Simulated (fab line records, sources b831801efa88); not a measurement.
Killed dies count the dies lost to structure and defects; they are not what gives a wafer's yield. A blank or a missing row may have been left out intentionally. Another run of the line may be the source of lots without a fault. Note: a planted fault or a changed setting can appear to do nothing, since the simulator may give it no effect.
Struck lot and sound lot, side by side :: flow sky130 :: 22 out of 708 route steps
Sound: the wafers L854.1, L854.4, L854.6. Wafers L861.2, L861.5, L861.6 were the ones struck. At the end, the cause is stated.
Per side, at each step with rows, come the tool, then ch with its chambers, and then its first start. Under that, the readings that differ: sound wafers :: struck wafers :: difference of the means :: sigmas: that difference in standard deviations of wafers without a fault.
alike: a reading whose means differ by less than 2 such deviations, as well as words and numbers matching on both sides. not compared: withheld readings; readings where some wafer has no value; bounds like >300 that might hide an equal value; numbers whose values overlap and for which the record gives no deviation.
A row with sigmas, a row that says differs or no value, or rows on one side alone: a step with any of these is where the two part. Non-overlapping numbers with no deviation appear without sigmas and do not part them. A reading missing from all wafers of one side parts the sides only when that side holds two or more wafers.

first, 5 steps without rows for these wafers: SKY_POLY_CUT_COAT_03 (resist thk 450 nm); SKY_POLY_CUT_SOFTBAKE_04 (time 90 s); SKY_POLY_CUT_EXPOSE_05 (exposes mask NPCM, target cd 270 nm); SKY_POLY_CUT_PEB_06; SKY_POLY_CUT_DEVELOP_07 (develop time 60 s).
SKY_POLY_CUT_CD_MEAS_08: target cd 270 nm.
  sound: cd_sem-01 at day 25 22:45; struck: cd_sem-02 at day 28 12:36
  alike: cd_nm
SKY_POLY_CUT_OVL_MEAS_09:
  sound: overlay-01 at day 25 22:52; struck: overlay-02 at day 28 12:43
  alike: POLY_CUT_OVL
SKY_POLY_CUT_ETCH_10: etches BARC in N2/H2, stops on SiO2, time 45.9 s, target depth 60 nm.
  sound on rie_diel-04 ch 1,2, day 25 22:54; struck on rie_diel-01 ch 0,1, day 28 12:44
  alike: drypump_motor_current_A, oes_product_au, throttle_valve_pct
  not compared: rf_hours_counter_h
SKY_POLY_CUT_ETCH_11: etches Si3N4 in CF4/CH2F2/Ar, stops on poly-Si, time 42.5 s, target depth 60 nm.
  sound on rie_diel-04 ch 1,2, day 25 22:56; struck on rie_diel-01 ch 0,1, day 28 12:47
  alike: drypump_motor_current_A, oes_product_au, throttle_valve_pct
  not compared: rf_hours_counter_h
SKY_POLY_CUT_STRIP_12: strips in O2/N2.
  sound on plasma_asher-04 ch 0,1, day 25 22:59; struck on plasma_asher-01 ch 0,1, day 28 12:49
  alike: drypump_motor_current_A, oes_product_au, strip_time_to_endpoint_s
  not compared: rf_hours_counter_h
then, 2 steps without rows for these wafers: SKY_SD_P_DEHYDRATE_00 (time 60 s); SKY_SD_P_HMDS_01 (prime time 60 s).
SKY_SD_P_COAT_02: resist thk 1140 nm.
  sound on litho_track-03 ch 0, day 26 13:08; struck on litho_track-03 ch 0, day 29 02:01
reading: model.NOVOLAK_of_SD_P_COAT_02.thk_nm (nm)
sound: 1143 1138 1142
struck: 604.1 606.9 604.7
difference: -535.8
sigmas: 
  alike: dispense_pressure_kPa, resist_line_temp_C
then, 3 steps without rows for these wafers: SKY_SD_P_SOFTBAKE_03 (time 60 s); SKY_SD_P_EXPOSE_04 (exposes mask PSDM, target cd 380 nm); SKY_SD_P_PEB_05.
SKY_SD_P_DEVELOP_06: develop time 60 s.
  sound on litho_track-01 ch 0, day 27 04:02; struck on litho_track-03 ch 0, day 29 16:16
reading: model.NOVOLAK_of_SD_P_COAT_02.thk_nm (nm)
sound: 1143 1138 1141
struck: 603.7 606.5 604.3
difference: -535.8
sigmas: 
  alike: resist_line_temp_C
SKY_SD_P_CD_MEAS_07: target cd 380 nm.
  sound: cd_sem-01 at day 27 04:11; struck: cd_sem-02 at day 29 16:26
reading: cd_nm (nm)
sound: 375.6 376.9 375.9
struck: 448.1 445.5 447.6
difference: +70.9
sigmas: +30
SKY_SD_P_OVL_MEAS_08:
  sound: overlay-01 at day 27 04:18; struck: overlay-02 at day 29 16:32
reading: SD_P_OVL (nm)
sound: 1.0 2.7 2.2
struck: -1.5 0.5 -1.0
difference: -2.6
sigmas: -2
next, for these wafers, 1 step has no rows: SKY_SD_P_IMPLANT_09.
SKY_SD_P_STRIP_10: strips in O2/N2.
  sound on plasma_asher-01 ch 1, day 27 04:29; struck on plasma_asher-04 ch 0,1, day 29 16:43
reading: oes_product_au (a.u.)
sound: 0.613 0.614 0.623
struck: 0.552 0.556 0.550
difference: -0.064
sigmas: -16

reading: strip_time_to_endpoint_s (s)
sound: 17.52 17.48 17.50
struck: 11.32 11.38 11.36
difference: -6.15
sigmas: -99 or more
  alike: drypump_motor_current_A
  not compared: rf_hours_counter_h
SKY_SD_P_TW_MEAS_11:
  sound: film_metro-04 at day 27 04:35; struck: film_metro-04 at day 29 16:50
  alike: SD_P_TW

== WHERE THEY PART ==
Last at SKY_SD_P_STRIP_10 as far as this record goes, first at SKY_SD_P_CD_MEAS_07. Later steps at which nothing parts them and some readings are alike: SKY_SD_P_TW_MEAS_11.

WHY: whatever the simulator had introduced
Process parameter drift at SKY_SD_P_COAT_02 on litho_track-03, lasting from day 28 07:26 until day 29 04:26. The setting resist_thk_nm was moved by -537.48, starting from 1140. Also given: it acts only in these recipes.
